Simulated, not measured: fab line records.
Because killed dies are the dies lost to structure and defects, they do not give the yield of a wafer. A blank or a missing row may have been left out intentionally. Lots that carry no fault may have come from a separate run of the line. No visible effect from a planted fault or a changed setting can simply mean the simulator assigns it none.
One fault through the eyes of 2 desks | flow sky130 | numbers are kept per desk, each desk with only its own; the story behind them comes last

== TOOL OWNER'S DESK, cmp-02 ==
The tool's own readings at SKY_LI_CONTACT_CMP_02 (polishes PSG): means of the sampled wafers that have a number, for each lot that ran on this tool. Any lot whose mean is over 4 standard deviations away from the usual mean is out of limits and marked OUT; that distance is given in the brackets.
Columns: A = head-pressure-psi at SKY_LI_CONTACT_CMP_02, usual 3.999 psi; B = motor-current-A at SKY_LI_CONTACT_CMP_02, usual 12.5 A; C = time-to-endpoint-s at SKY_LI_CONTACT_CMP_02, usual 30.9 s
lot  | first seen here | A     | B    | C
L755 | day 27 19:01    | 3.997 | 12.9 | 32.1
L756 | day 28 04:32    | 3.989 | 13.5 | 30.7
L757 | day 28 18:43    | 4.001 | 13.1 | 29.7
L758 | day 29 08:29    | 4.000 | 12.6 | 24.5
L759 | day 29 15:40    | 3.999 | 12.9 | 24.1
L762 | day 30 09:49    | 4.005 | 13.0 | 22.1
L773 | day 34 06:05    | 3.998 | 13.0 | 31.9
L778 | day 35 15:11    | 3.995 | 12.5 | 31.6
This desk's verdict: no lot among the 8 shows anything out of limits.

== AT THE METROLOGY DESK ==
What the gauges read, lot by lot, whatever tool the lot ran on: means of the sampled wafers that have a number. Any lot whose mean is over 4 standard deviations away from the usual mean is out of limits and marked OUT; that distance is given in the brackets.
Columns: A = NWELL_01_OVL at SKY_NWELL_OVL_MEAS_23, usual 0.8 nm
lot  | first seen here | A
L755 | day 5 06:18     | 0.0
L756 | day 5 13:18     | 2.2
L757 | day 5 21:38     | 0.3
L758 | day 6 06:52     | 2.2
L759 | day 6 09:44     | 1.4
L762 | day 6 23:36     | -1.5
L768 | day 8 16:17     | 0.9
L769 | day 8 22:09     | 0.5
L772 | day 9 13:46     | 0.8
L773 | day 10 01:07    | 2.1
L774 | day 10 08:27    | 0.6
L775 | day 10 13:50    | 0.6
L776 | day 10 16:24    | 1.8
L777 | day 10 20:32    | 0.3
L778 | day 11 03:02    | -0.6
This desk's verdict: no lot among the 15 shows anything out of limits.

== ALL TOGETHER ==
The desk of the tool owner found nothing out of limits.
From the metrology desk's view, nothing was out of limits.

== WHAT THE SIMULATOR HAD PUT IN ==
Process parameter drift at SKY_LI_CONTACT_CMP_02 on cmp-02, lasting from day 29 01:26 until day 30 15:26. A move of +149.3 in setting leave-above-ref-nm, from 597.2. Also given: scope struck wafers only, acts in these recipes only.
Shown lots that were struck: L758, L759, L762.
